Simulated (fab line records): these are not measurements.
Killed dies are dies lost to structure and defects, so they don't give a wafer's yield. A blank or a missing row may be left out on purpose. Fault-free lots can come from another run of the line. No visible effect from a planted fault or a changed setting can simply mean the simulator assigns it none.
A single fault, viewed from 2 desks -- flow gf180mcu -- every desk sees just its own numbers, and what lay behind them comes last

== THE METROLOGY DESK ==
Means of the sampled wafers that have a number, per lot and without regard to the tool the lot ran on: this is what the gauges read. Any lot whose mean is over 4 standard deviations away from the usual mean is out of limits and marked OUT; that distance is given in the brackets. 7 of its 9 readings are shown, namely those furthest out on some lot.
Columns: A = V1_W_RS at GF_V1_RS_MEAS_24, usual 0.328 ohm/sq; B = V1_W_THK at GF_V1_THK_MEAS_25, usual 353 nm; C = M2_ALCU_RS at GF_M2_RS_MEAS_05, usual 0.0696 ohm/sq; D = cdNm at GF_M2_CD_MEAS_14, usual 279.4 nm; E = M2_OVL at GF_M2_OVL_MEAS_15, usual -1 nm; F = V2_CVD_02_THK at GF_V2_THK_MEAS_03, usual 852 nm; G = V2_BOW at GF_V2_BOW_MEAS_05, usual 99 um
lot,first seen here,A,B,C,D,E,F,G
L621,day 18 14:04,0.325,358,0.0702,277.1,-3,850,100
L623,day 19 06:14,0.330,350,0.0695,280.4,-5,853,95
L626,day 20 03:25,0.323,361,0.0699,281.2,10,866,103
L638,day 24 14:29,0.326,350,0.0696,279.4,-0,856,104
L643,day 26 02:34,0.329,353,0.0702,281.9,-8,846,88
This desk's verdict: no lot among the 5 shows anything out of limits.

== TOOL OWNER'S DESK, pvdSputter-02 ==
At GF_M2_SPUTTER_04 (material TiN, target thk 50 nm, time 41.7 s) the tool's own readings: per lot run on this tool, the mean of the sampled wafers that have a number. Any lot whose mean is over 4 standard deviations away from the usual mean is out of limits and marked OUT; that distance is given in the brackets.
Columns: A = chamberPressurePa at GF_M2_SPUTTER_04, usual 0.4001 Pa; B = throttleValvePct at GF_M2_SPUTTER_04, usual 29.9 %
lot,first seen here,A,B
L626,day 20 04:05,0.3995,29.4
L638,day 24 15:09,0.3995,30.3
This desk's verdict: no lot among the 2 shows anything out of limits.

== TAKEN TOGETHER ==
The metrology desk saw nothing out of limits.
Nothing out of limits was seen by the tool owner's desk.

== WHAT HAD BEEN PUT IN BY THE SIMULATOR ==
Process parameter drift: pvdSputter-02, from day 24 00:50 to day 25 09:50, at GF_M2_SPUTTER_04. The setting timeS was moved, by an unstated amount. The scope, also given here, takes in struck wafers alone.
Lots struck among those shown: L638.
